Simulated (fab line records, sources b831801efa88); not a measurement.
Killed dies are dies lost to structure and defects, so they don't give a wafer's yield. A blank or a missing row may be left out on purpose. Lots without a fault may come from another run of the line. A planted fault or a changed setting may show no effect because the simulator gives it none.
Which tool did it? | flow sky130 | 12 lots, 35 wafers sampled, at 4 steps of a route of 708

WHAT THE GAUGES READ, wafer by wafer
SKY_PASSIVATION_THK_MEAS_01. Usual: PASSIVATION_CVD_00_THK 90.1 nm, standard deviation 1.3.
lot  | measured     | on            | PASSIVATION_CVD_00_THK (nm) | flag
L724 | day 43 14:47 | film_metro-04 | 90.0 91.9 90.8              |
L725 | day 44 15:07 | film_metro-03 | 87.6 87.4 91.5              |
L727 | day 44 17:04 | film_metro-04 | 90.5 91.8 91.3              |
L726 | day 44 19:29 | film_metro-04 | 90.2 92.9 92.7              |
L728 | day 45 02:31 | film_metro-02 | 88.1 89.1 87.8              |
L729 | day 45 03:49 | film_metro-04 | 89.3 90.2 91.7              |
L731 | day 45 11:33 | film_metro-03 | 89.4 89.5 91.2              |
L734 | day 46 14:47 | film_metro-02 | 91.7 92.2                   |
L735 | day 46 23:26 | film_metro-04 | 87.7 88.6 89.5              |
L743 | day 48 16:47 | film_metro-04 | 87.1 88.4 88.7              |
L746 | day 49 17:13 | film_metro-04 | 88.5 89.1 88.9              |
L747 | day 49 19:31 | film_metro-04 | 88.2 88.0 89.5              |

SKY_PAD_OPEN_BOW_MEAS_13. Usual: PAD_OPEN_BOW 45 um, standard deviation 8.6.
lot  | measured     | on            | PAD_OPEN_BOW (um) | flag
L724 | day 45 12:01 | film_metro-01 | 39 45 41          |
L725 | day 46 11:40 | film_metro-01 | 42 26 42          |
L727 | day 46 13:48 | film_metro-01 | 47 58 60          |
L726 | day 46 16:47 | film_metro-01 | 45 43 60          |
L728 | day 46 23:52 | film_metro-04 | 32 32 40          |
L729 | day 47 00:05 | film_metro-01 | 46 52 50          |
L731 | day 47 07:15 | film_metro-04 | 47 48 45          |
L734 | day 48 07:35 | film_metro-04 | 58 46             |
L735 | day 48 16:11 | film_metro-01 | 52 43 39          |
L743 | day 50 07:28 | film_metro-04 | 45 37 45          |
L746 | day 51 04:29 | film_metro-01 | 50 42 70          |
L747 | day 51 06:20 | film_metro-01 | 54 46 46          |

WHICH TOOL RAN EACH LOT (tool, then ch and the chambers of the sampled wafers, then the start)
lot  | SKY_VIA4_SPUTTER_17          | SKY_METAL5_STRIP_16
L724 | pvd_sputter-03, day 42 13:47 | plasma_asher-01 ch 0,1, day 43 14:10
L725 | pvd_sputter-04, day 43 15:14 | plasma_asher-01 ch 0,1, day 44 14:27
L727 | pvd_sputter-01, day 43 17:17 | plasma_asher-03 ch 0,1, day 44 16:27
L726 | pvd_sputter-01, day 43 18:35 | plasma_asher-04 ch 0,1, day 44 18:52
L728 | pvd_sputter-03, day 44 03:15 | plasma_asher-01 ch 0,1, day 45 01:52
L729 | pvd_sputter-03, day 44 04:14 | plasma_asher-04 ch 0,1, day 45 03:12
L731 | pvd_sputter-01, day 44 12:31 | plasma_asher-04 ch 0,1, day 45 10:51
L734 | pvd_sputter-01, day 45 15:59 | plasma_asher-01 ch 0,1, day 46 14:08
L735 | pvd_sputter-01, day 46 00:12 | plasma_asher-03 ch 0,1, day 46 22:49
L743 | pvd_sputter-03, day 47 20:24 | plasma_asher-01 ch 0,1, day 48 16:04
L746 | pvd_sputter-04, day 48 21:32 | plasma_asher-04 ch 1, day 49 16:36
L747 | pvd_sputter-01, day 49 01:14 | plasma_asher-01 ch 0,1, day 49 18:48
- SKY_VIA4_SPUTTER_17: material TiN, target thk 20 nm, time 80 s.
- SKY_METAL5_STRIP_16: strips in O2/N2.

WHAT THE TOOLS THEMSELVES READ (means of the sampled wafers that have a number; where no wafer has one, the mark that the record gives instead)
SKY_VIA4_SPUTTER_17. Usual: throttle_valve_pct 30.5 %, standard deviation 1.
lot  | tool           | throttle_valve_pct (%) | flag
L724 | pvd_sputter-03 | 29.4                   |
L725 | pvd_sputter-04 | 29.9                   |
L727 | pvd_sputter-01 | 31.3                   |
L726 | pvd_sputter-01 | 31.2                   |
L728 | pvd_sputter-03 | 30.0                   |
L729 | pvd_sputter-03 | 29.5                   |
L731 | pvd_sputter-01 | 30.8                   |
L734 | pvd_sputter-01 | 31.2                   |
L735 | pvd_sputter-01 | 31.2                   |
L743 | pvd_sputter-03 | 29.4                   |
L746 | pvd_sputter-04 | 29.7                   |
L747 | pvd_sputter-01 | 31.1                   |

SKY_METAL5_STRIP_16. Usual: drypump_motor_current_A 6.0 A, standard deviation 0.36; oes_product_au 0.711 a.u., standard deviation 0.0048; strip_time_to_endpoint_s 13.08 s, standard deviation 0.11.
lot  | tool            | drypump_motor_current_A (A) | oes_product_au (a.u.) | strip_time_to_endpoint_s (s) | flag
L724 | plasma_asher-01 | 5.7                         | 0.712                 | 13.13                        |
L725 | plasma_asher-01 | 5.6                         | 0.711                 | 12.87                        |
L727 | plasma_asher-03 | 6.3                         | 0.711                 | 13.10                        |
L726 | plasma_asher-04 | 6.2                         | 0.706                 | 13.03                        |
L728 | plasma_asher-01 | 5.7                         | 0.710                 | 13.12                        |
L729 | plasma_asher-04 | 6.2                         | 0.714                 | 12.99                        |
L731 | plasma_asher-04 | 6.2                         | 0.708                 | 13.18                        |
L734 | plasma_asher-01 | 5.7                         | 0.706                 | 13.21                        |
L735 | plasma_asher-03 | 6.1                         | 0.710                 | 13.18                        |
L743 | plasma_asher-01 | 5.8                         | 0.716                 | 13.02                        |
L746 | plasma_asher-04 | 6.2                         | 0.706                 | 13.13                        |
L747 | plasma_asher-01 | 5.6                         | 0.712                 | 13.14                        |

THE ANSWER, worked out from the rows above alone
Rule: a lot is off if the mean of its wafers that have a number lies more than 3 standard deviations from the usual mean. A lot without any number at a reading at which 4 lots or more have one is off too. The other lots that the step has rows for count as sound. The gauges are gone through in route order, then the tools' own readings, and for those a lot's mean is taken as printed above. The first step at which some lot is off is used, and at that step the reading that is off furthest; a lot without a number counts as furthest.
No lot is off at any reading shown: from this, nothing can be told.

WHAT THE SIMULATOR HAD PUT IN
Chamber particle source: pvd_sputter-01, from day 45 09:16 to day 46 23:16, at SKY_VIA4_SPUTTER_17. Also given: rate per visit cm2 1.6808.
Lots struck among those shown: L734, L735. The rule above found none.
